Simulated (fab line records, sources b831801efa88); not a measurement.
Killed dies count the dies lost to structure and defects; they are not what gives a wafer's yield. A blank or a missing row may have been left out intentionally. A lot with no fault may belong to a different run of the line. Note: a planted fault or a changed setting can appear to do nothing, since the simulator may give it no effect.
Which tool was responsible? || flow gf180mcu || 18 wafers from 6 lots sampled at 4 of the route's 602 steps

== WHAT THE GAUGES READ, wafer by wafer ==
GF_TOP_METAL_RS_MEAS_05: measurement is done with a four-point probe.
{"lot": "L392", "measured": "day 27 14:38", "on": "film_metro-03", "TOP_METAL_ALCU_RS (ohm/sq)": "0.0328 0.0327 0.0327"}
{"lot": "L396", "measured": "day 28 19:40", "on": "film_metro-03", "TOP_METAL_ALCU_RS (ohm/sq)": "0.0325 0.0327 0.0327"}
{"lot": "L398", "measured": "day 29 13:34", "on": "film_metro-02", "TOP_METAL_ALCU_RS (ohm/sq)": "0.0328 0.0324 0.0326"}
{"lot": "L401", "measured": "day 30 10:20", "on": "film_metro-02", "TOP_METAL_ALCU_RS (ohm/sq)": "0.0326 0.0328 0.0330"}
{"lot": "L408", "measured": "day 32 04:25", "on": "film_metro-02", "TOP_METAL_ALCU_RS (ohm/sq)": "0.0323 0.0330 0.0325"}
{"lot": "L410", "measured": "day 32 16:34", "on": "film_metro-04", "TOP_METAL_ALCU_RS (ohm/sq)": "0.0326 0.0328 0.0329"}

== EACH LOT AND THE TOOL THAT RAN IT (in order: tool; ch and the chambers of the sampled wafers; start) ==
{"lot": "L392", "GF_V1_ETCH_17": "rie_diel-03 ch 0,1,3, day 18 10:00", "GF_V5_CMP_26": "cmp-02 ch 0,1,3, day 27 14:16", "GF_TOP_METAL_SPUTTER_04": "pvd_sputter-03, day 27 14:37"}
{"lot": "L396", "GF_V1_ETCH_17": "rie_diel-02 ch 1,2,3, day 19 23:00", "GF_V5_CMP_26": "cmp-01 ch 0,1,3, day 28 19:12", "GF_TOP_METAL_SPUTTER_04": "pvd_sputter-03, day 28 19:38"}
{"lot": "L398", "GF_V1_ETCH_17": "rie_diel-01 ch 0,1,3, day 20 21:00", "GF_V5_CMP_26": "cmp-02 ch 1,2,3, day 29 13:02", "GF_TOP_METAL_SPUTTER_04": "pvd_sputter-03, day 29 13:32"}
{"lot": "L401", "GF_V1_ETCH_17": "rie_diel-02 ch 1,2,3, day 22 00:00", "GF_V5_CMP_26": "cmp-02 ch 0,1,2, day 30 09:50", "GF_TOP_METAL_SPUTTER_04": "pvd_sputter-01, day 30 10:17"}
{"lot": "L408", "GF_V1_ETCH_17": "rie_diel-03 ch 0,1, day 24 09:00", "GF_V5_CMP_26": "cmp-02 ch 0,1,2, day 32 04:00", "GF_TOP_METAL_SPUTTER_04": "pvd_sputter-01, day 32 04:23"}
{"lot": "L410", "GF_V1_ETCH_17": "rie_diel-03 ch 0,1,3, day 24 19:00", "GF_V5_CMP_26": "cmp-01 ch 1,2, day 32 16:04", "GF_TOP_METAL_SPUTTER_04": "pvd_sputter-03, day 32 16:31"}
- GF_V1_ETCH_17: etches SiO2 in C4F8/O2/Ar, stops on TiN, target depth 630 nm.
- GF_V5_CMP_26: polishes, stops on SiO2, t overpolish 15 s, target thk 0 nm.
- GF_TOP_METAL_SPUTTER_04: material TiN, target thk 25 nm, time 20.8 s.

== THE ANSWER, worked out from the rows above alone ==
Rule: what is usual is taken from the lots themselves. The widest of any qualifying gaps counts: lots, ordered by their means at a reading, are off when they make up no more than a third of the lots, leave a main group of 4 or more, and stand apart from it by 3 or more times the standard deviation of that group's means. If all means in a main group match to the digits the tables above print for the reading, that group is not used. Also off: a lot with no number at a reading for which 4 or more lots have one. Where the step has rows for the other lots, those lots are counted as sound.
Across all readings shown, no lot is off: no conclusion can be drawn from this.

== WHAT THE SIMULATOR PUT IN ==
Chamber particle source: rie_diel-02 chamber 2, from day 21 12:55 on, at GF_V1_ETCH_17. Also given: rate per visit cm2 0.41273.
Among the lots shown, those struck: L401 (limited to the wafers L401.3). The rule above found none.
